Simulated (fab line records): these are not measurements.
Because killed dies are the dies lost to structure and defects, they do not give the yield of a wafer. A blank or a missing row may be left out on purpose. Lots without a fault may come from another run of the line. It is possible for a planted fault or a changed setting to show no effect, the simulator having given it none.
Which tool was responsible? | flow gf180mcu | 6 lots, 18 wafers sampled, at 2 steps of a route of 602

WHAT THE GAUGES SHOWED, per wafer
GF_STI_THK_MEAS_30.
lot  | measured    | on            | STI_OXIDATION_02_THK (nm)
L978 | day 2 21:37 | film metro-01 | 9.92 10.06 9.94
L981 | day 3 17:04 | film metro-03 | 11.14 11.12 11.10
L983 | day 4 00:55 | film metro-01 | 11.05 11.01 10.99
L990 | day 5 11:38 | film metro-02 | 10.10 10.21 10.34
L996 | day 6 22:31 | film metro-01 | 9.76 9.89 9.92
L998 | day 7 06:08 | film metro-01 | 10.34 10.27 10.26

TOOL THAT RAN EACH LOT (tool first, then ch and the chambers of the sampled wafers, then the start)
lot  | GF_STI_OXIDATION_29
L978 | furnace-01 ch 0, day 2 20:13
L981 | furnace-01 ch 0, day 3 15:41
L983 | furnace-01 ch 0, day 3 23:31
L990 | furnace-02 ch 0, day 5 10:15
L996 | furnace-01 ch 0, day 6 21:07
L998 | furnace-02 ch 0, day 7 04:44
- GF_STI_OXIDATION_29: stabilise 600 s, purge 300 s, target thk 10 nm.

THE ANSWER, worked out from the rows above alone
Rule: the usual values come from the lots themselves. Put in order of their means at a reading, lots are off if they are a third of the lots or fewer, leave a main group of 4 or more, and stand apart from it by a gap of 3 or more times the standard deviation of the main group's means; of several such gaps the widest counts. Not used: any main group whose means are identical at the precision the tables above print for the reading. A lot without any number at a reading at which 4 lots or more have one is off too. The other lots that the step has rows for count as sound.
Off: at GF_STI_THK_MEAS_30 (STI_OXIDATION_02_THK), L981, L983. For the main group the mean is 10.08 nm and the standard deviation 0.18.
A tool fits if, at a process step before that reading, it ran every lot that is off, and no sound lot after the first of them. Those tools and the gauges at GF_STI_THK_MEAS_30 are tried in the same way. Not one of the candidates tried fits.

WHAT THE SIMULATOR HAD INSERTED
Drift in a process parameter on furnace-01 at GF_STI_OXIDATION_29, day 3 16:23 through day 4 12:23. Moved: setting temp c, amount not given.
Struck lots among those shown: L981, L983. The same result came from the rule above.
